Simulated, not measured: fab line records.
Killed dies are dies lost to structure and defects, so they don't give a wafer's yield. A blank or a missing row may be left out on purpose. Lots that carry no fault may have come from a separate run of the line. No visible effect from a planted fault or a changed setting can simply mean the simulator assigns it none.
Matching of chambers || flow sfq-line || cmp-02 running SFQ_TRILAYER_I7_CMP_CMP_184: 4 sister chambers
The step polishes SiO2. 14 wafers are shown with their chamber, then 7 later ones without.

== WAFERS WITH THEIR CHAMBER ==
{"wafer": "L831.2", "chamber": 0, "motor-current-A (A)": 10.3, "retaining-ring-pressure-frac": 1.011, "edge-zone-pressure-frac": 0.999}
{"wafer": "L831.5", "chamber": 0, "motor-current-A (A)": 9.9, "retaining-ring-pressure-frac": 1.000, "edge-zone-pressure-frac": 1.003}
{"wafer": "L831.6", "chamber": 3, "motor-current-A (A)": 10.8, "retaining-ring-pressure-frac": 0.999, "edge-zone-pressure-frac": 1.001}
{"wafer": "L832.2", "chamber": 3, "motor-current-A (A)": 11.1, "retaining-ring-pressure-frac": 1.002, "edge-zone-pressure-frac": 0.996}
{"wafer": "L832.5", "chamber": 1, "motor-current-A (A)": 9.8, "retaining-ring-pressure-frac": 0.996, "edge-zone-pressure-frac": 0.999}
{"wafer": "L832.6", "chamber": 2, "motor-current-A (A)": 11.2, "retaining-ring-pressure-frac": 1.004, "edge-zone-pressure-frac": 0.995}
{"wafer": "L833.1", "chamber": 0, "motor-current-A (A)": 9.9, "retaining-ring-pressure-frac": 1.001, "edge-zone-pressure-frac": 1.007}
{"wafer": "L833.4", "chamber": 2, "motor-current-A (A)": 11.6, "retaining-ring-pressure-frac": 1.003, "edge-zone-pressure-frac": 0.997}
{"wafer": "L833.5", "chamber": 0, "motor-current-A (A)": 9.7, "retaining-ring-pressure-frac": 1.004, "edge-zone-pressure-frac": 1.003}
{"wafer": "L835.1", "chamber": 1, "motor-current-A (A)": 10.4, "retaining-ring-pressure-frac": 0.998, "edge-zone-pressure-frac": 0.996}
{"wafer": "L835.4", "chamber": 2, "motor-current-A (A)": 11.9, "retaining-ring-pressure-frac": 1.002, "edge-zone-pressure-frac": 1.010}
{"wafer": "L835.6", "chamber": 0, "motor-current-A (A)": 9.9, "retaining-ring-pressure-frac": 0.997, "edge-zone-pressure-frac": 1.000}
{"wafer": "L837.1", "chamber": 2, "motor-current-A (A)": 11.1, "retaining-ring-pressure-frac": 0.993, "edge-zone-pressure-frac": 1.000}
{"wafer": "L837.3", "chamber": 1, "motor-current-A (A)": 10.0, "retaining-ring-pressure-frac": 0.994, "edge-zone-pressure-frac": 1.001}

SIGNATURES (averages over the wafers above)
{"reading": "motor-current-A", "chamber 0": 9.940, "chamber 1": 10.067, "chamber 2": 11.450, "chamber 3": 10.950, "scatter within a chamber": 0.289}
{"reading": "retaining-ring-pressure-frac", "chamber 0": 1.00260, "chamber 1": 0.99600, "chamber 2": 1.00050, "chamber 3": 1.00050, "scatter within a chamber": 0.0045}
{"reading": "edge-zone-pressure-frac", "chamber 0": 1.00240, "chamber 1": 0.99867, "chamber 2": 1.00050, "chamber 3": 0.99850, "scatter within a chamber": 0.00444}
Rule: distance of a wafer from a chamber = root of the sum over the readings of ((wafer's reading minus chamber's mean) / reading's scatter) squared. If the next closest chamber is less than 2 further off than the closest, the wafer can't be placed; otherwise it belongs to the closest. The scatter: the root of (the sum of the squares of (reading less its chamber's mean) over the shown wafers, divided by (wafers less chambers)).

== WAFERS WITH NO CHAMBER GIVEN ==
{"wafer": "L837.6", "motor-current-A (A)": 11.1, "retaining-ring-pressure-frac": 0.991, "edge-zone-pressure-frac": 0.999}
{"wafer": "L850.1", "motor-current-A (A)": 11.3, "retaining-ring-pressure-frac": 1.003, "edge-zone-pressure-frac": 0.999}
{"wafer": "L850.3", "motor-current-A (A)": 9.7, "retaining-ring-pressure-frac": 0.999, "edge-zone-pressure-frac": 1.006}
{"wafer": "L850.6", "motor-current-A (A)": 11.2, "retaining-ring-pressure-frac": 0.998, "edge-zone-pressure-frac": 0.998}
{"wafer": "L853.2", "motor-current-A (A)": 10.3, "retaining-ring-pressure-frac": 1.002, "edge-zone-pressure-frac": 1.005}
{"wafer": "L853.1", "motor-current-A (A)": 10.8, "retaining-ring-pressure-frac": 1.000, "edge-zone-pressure-frac": 0.992}
{"wafer": "L853.6", "motor-current-A (A)": 10.4, "retaining-ring-pressure-frac": 0.994, "edge-zone-pressure-frac": 1.001}

== WHICH CHAMBER EACH ONE RAN IN ==
{"wafer": "L837.6", "from the rows above": "can't be placed: 3 or 2 or 1", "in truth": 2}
{"wafer": "L850.1", "from the rows above": "can't be placed: 2 or 3", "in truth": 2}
{"wafer": "L850.3", "from the rows above": "can't be placed: 0 or 1", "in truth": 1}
{"wafer": "L850.6", "from the rows above": "can't be placed: 3 or 2", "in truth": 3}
{"wafer": "L853.2", "from the rows above": "can't be placed: 0 or 1 or 3", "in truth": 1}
{"wafer": "L853.1", "from the rows above": "can't be placed: 3 or 2 or 1", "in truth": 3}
{"wafer": "L853.6", "from the rows above": "can't be placed: 1 or 3 or 0", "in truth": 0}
0 of 7 placed correctly. Can't be placed from these rows: 7 (the true chamber is among the candidates in 7). Wrongly placed: 0.
